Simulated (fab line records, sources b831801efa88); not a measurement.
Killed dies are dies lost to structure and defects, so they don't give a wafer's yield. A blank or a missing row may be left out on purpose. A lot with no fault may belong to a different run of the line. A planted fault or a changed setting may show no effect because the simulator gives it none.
Chamber matching + flow gf180mcu + rieSi-02 running GF_STI_ETCH_14: 4 sister chambers
The step etches Si in HBr/Cl2/O2, target depth 360 nm, time 102.9 s. 4 wafers are shown with their chamber, then 6 later ones without.

WAFERS PAIRED WITH THEIR CHAMBERS
| wafer  | chamber | oesProductAu (a.u.) |
|--------|---------|---------------------|
| L724.4 | 1       | 0.992               |
| L732.3 | 0       | 0.997               |
| L732.4 | 2       | 0.992               |
| L732.6 | 3       | 1.004               |

WAFERS WHOSE CHAMBER IS MISSING
| wafer  | oesProductAu (a.u.) |
|--------|---------------------|
| L735.2 | 0.998               |
| L735.3 | 0.999               |
| L735.6 | 0.996               |
| L736.4 | 0.990               |
| L736.5 | 0.983               |
| L736.6 | 0.986               |

WHICH CHAMBER EACH WENT THROUGH
| wafer  | from the rows above               | in truth |
|--------|-----------------------------------|----------|
| L735.2 | can't be placed: 0 or 1 or 2 or 3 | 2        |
| L735.3 | can't be placed: 0 or 3 or 1 or 2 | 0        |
| L735.6 | can't be placed: 0 or 1 or 2 or 3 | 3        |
| L736.4 | can't be placed: 1 or 2 or 0      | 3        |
| L736.5 | can't be placed: 1 or 2 or 0      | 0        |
| L736.6 | can't be placed: 1 or 2 or 0      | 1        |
Correct placement for 0 of the 6. Cannot be placed on the basis of these rows: 6; the candidates contain the true chamber in 5. Placed wrongly: 0.
How it was worked out, from the rows above alone: a wafer's distance from a chamber is the root of the sum, over the readings, of the square of ((its reading less the chamber's mean) divided by the reading's scatter). If the next closest chamber is less than 2 further off than the closest, the wafer can't be placed; otherwise it belongs to the closest. A chamber's mean is the mean of its shown wafers. The scatter: with one shown wafer a chamber, the root of the mean of the squares of how far each hidden wafer lies from its nearest shown one.
